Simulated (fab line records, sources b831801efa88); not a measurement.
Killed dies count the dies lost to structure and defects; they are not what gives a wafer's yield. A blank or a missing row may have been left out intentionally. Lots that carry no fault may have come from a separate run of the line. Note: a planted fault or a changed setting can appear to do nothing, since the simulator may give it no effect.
One fault through the eyes of 2 desks | flow gf180mcu | each desk has only its own numbers; what lay behind them comes last

AT THE METROLOGY DESK
Means of the sampled wafers that have a number, per lot and without regard to the tool the lot ran on: this is what the gauges read. Any lot whose mean is over 4 standard deviations away from the usual mean is out of limits and marked OUT; that distance is given in the brackets.
Columns: A = PASSIVATION_CVD_00_THK at GF_PASSIVATION_THK_MEAS_01, usual 1005 nm; B = PASSIVATION_CVD_02_THK at GF_PASSIVATION_THK_MEAS_03, usual 700 nm
lot  | first seen here | A    | B
L745 | day 28 16:52    | 995  | 696
L746 | day 29 00:36    | 1015 | 703
L752 | day 31 01:43    | 1016 | 694
L755 | day 31 19:04    | 1001 | 705
L761 | day 33 13:06    | 1011 | 703
L764 | day 33 22:32    | 1016 | 710
Result from this desk: across the 6 lots, nothing is out of limits.

THE TOOL OWNER'S DESK: ilineStepper-02
The tool's own readings at GF_PASSIVATION_EXPOSE_08 (exposes mask Pad, target cd 40000 nm): means of the sampled wafers that have a number, for each lot that ran on this tool. Any lot whose mean is over 4 standard deviations away from the usual mean is out of limits and marked OUT; that distance is given in the brackets.
Columns: A = focusOffsetNm at GF_PASSIVATION_EXPOSE_08, usual 0.0 nm
lot  | first seen here | A
L745 | day 29 02:59    | 0.2
L746 | day 29 10:47    | -0.2
L752 | day 31 10:38    | -0.3
Result from this desk: across the 3 lots, nothing is out of limits.

PUT TOGETHER
At the metrology desk, nothing out of limits was observed.
The desk of the tool owner found nothing out of limits.

WHAT THE SIMULATOR PUT IN
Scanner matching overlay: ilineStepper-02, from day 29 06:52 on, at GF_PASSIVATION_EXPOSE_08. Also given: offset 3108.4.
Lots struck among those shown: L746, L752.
